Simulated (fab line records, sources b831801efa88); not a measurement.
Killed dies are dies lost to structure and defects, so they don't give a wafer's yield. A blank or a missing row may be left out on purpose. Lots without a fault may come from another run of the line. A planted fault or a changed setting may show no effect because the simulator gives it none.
A struck lot beside a sound one | flow sky130 | 14 steps out of a route of 708
Sound: wafers L240.3, L240.5, L240.6. Struck: wafers L249.2, L249.4, L249.6. The cause comes at the end.
At each step with rows: each side's tool, then ch and its chambers, then its first start. Under that, the readings that differ: sound wafers | struck wafers | difference of the means | sigmas: that difference in standard deviations of wafers without a fault.
alike: readings whose means differ by less than 2 such deviations, and words and numbers that are the same on both sides. not compared: withheld readings, readings that some wafer has no value for, bounds like >300 that may hide the same value, and numbers for which the record gives no deviation and whose values overlap.
The two part at a step that has a row with sigmas, a row that says differs or no value, or rows on one side only. Numbers that don't overlap but have no deviation are shown without sigmas and don't part them. A reading that every wafer of one side lacks parts them only if that side has two wafers or more.

SKY_VIA3_ETCH_15: etches SiO2 in C4F8/O2/Ar, stops on TiN, target depth 507 nm, time 78 s.
  sound on rie_diel-01 ch 0,1,3, day 41 13:09; struck on rie_diel-04 ch 0,1, day 43 12:32
  alike: oes_product_au, rf_fwd_power_W
  not compared: rf_hours_counter_h
then, 5 steps without rows for these wafers: SKY_VIA3_STRIP_16 (strips in O2/N2); SKY_VIA3_STRIP_17 (strips in post etch residue remover, time 1200 s); SKY_VIA3_CLEAN_18 (cleans in IPA, time 180 s); SKY_VIA3_CLEAN_19 (cleans in O3/DIW); SKY_VIA3_SPUTTER_20 (material TiN, target thk 20 nm, time 80 s).
SKY_VIA3_CVD_21: deposits W, target thk 390 nm, time 117.31 s.
  sound on cvd_w-02 ch 0,1, day 41 13:55; struck on cvd_w-01 ch 1, day 43 13:18
  alike: heater_power_w
SKY_VIA3_RS_MEAS_22: measures by four-point-probe.
  sound on film_metro-01, day 41 14:02; struck on film_metro-01, day 43 13:31
  alike: VIA3_W_RS
SKY_VIA3_THK_MEAS_23: measures by xrf.
  sound on film_metro-01, day 41 14:08; struck on film_metro-01, day 43 13:38
  reading         | sound       | struck      | difference | sigmas
  VIA3_W_THK (nm) | 410 399 410 | 390 393 386 | -17        | -2
SKY_VIA3_CMP_24: polishes, stops on SiO2, t overpolish 20 s, target thk 0 nm.
  sound on cmp-02 ch 0,1,3, day 41 14:20; struck on cmp-01 ch 0,1,2, day 43 13:41
  alike: motor_current_A, overpolish_run_s, time_to_endpoint_s
SKY_METAL4_SPUTTER_00: material Ti, target thk 15 nm, time 10 s.
  sound on pvd_sputter-02, day 41 14:29; struck on pvd_sputter-03, day 43 13:59
  alike: cathode_dc_power_W, chamber_pressure_pa, throttle_valve_pct
then, 1 step without rows for these wafers: SKY_METAL4_SPUTTER_01 (material TiN, target thk 20 nm, time 16.7 s).
SKY_METAL4_SPUTTER_02: material AlCu, target thk 735 nm, time 39.1 s.
  sound on pvd_sputter-02, day 41 14:31; struck on pvd_sputter-03, day 43 14:02
  no value came back on the struck wafers for cathode_dc_power_W (W), chamber_pressure_pa (Pa), throttle_valve_pct (%); on the sound wafers cathode_dc_power_W (W) reads 10600 10602 10599
SKY_METAL4_SPUTTER_03: material Ti, target thk 5 nm, time 3.3 s.
  sound on pvd_sputter-02, day 41 14:34; struck on pvd_sputter-03, day 43 14:04
  alike: cathode_dc_power_W, chamber_pressure_pa, throttle_valve_pct

WHERE THEY PART
First at SKY_VIA3_THK_MEAS_23; last, within this record, at SKY_METAL4_SPUTTER_02. Later steps at which nothing parts them and some readings are alike: SKY_METAL4_SPUTTER_03.

WHY: what the simulator had put in
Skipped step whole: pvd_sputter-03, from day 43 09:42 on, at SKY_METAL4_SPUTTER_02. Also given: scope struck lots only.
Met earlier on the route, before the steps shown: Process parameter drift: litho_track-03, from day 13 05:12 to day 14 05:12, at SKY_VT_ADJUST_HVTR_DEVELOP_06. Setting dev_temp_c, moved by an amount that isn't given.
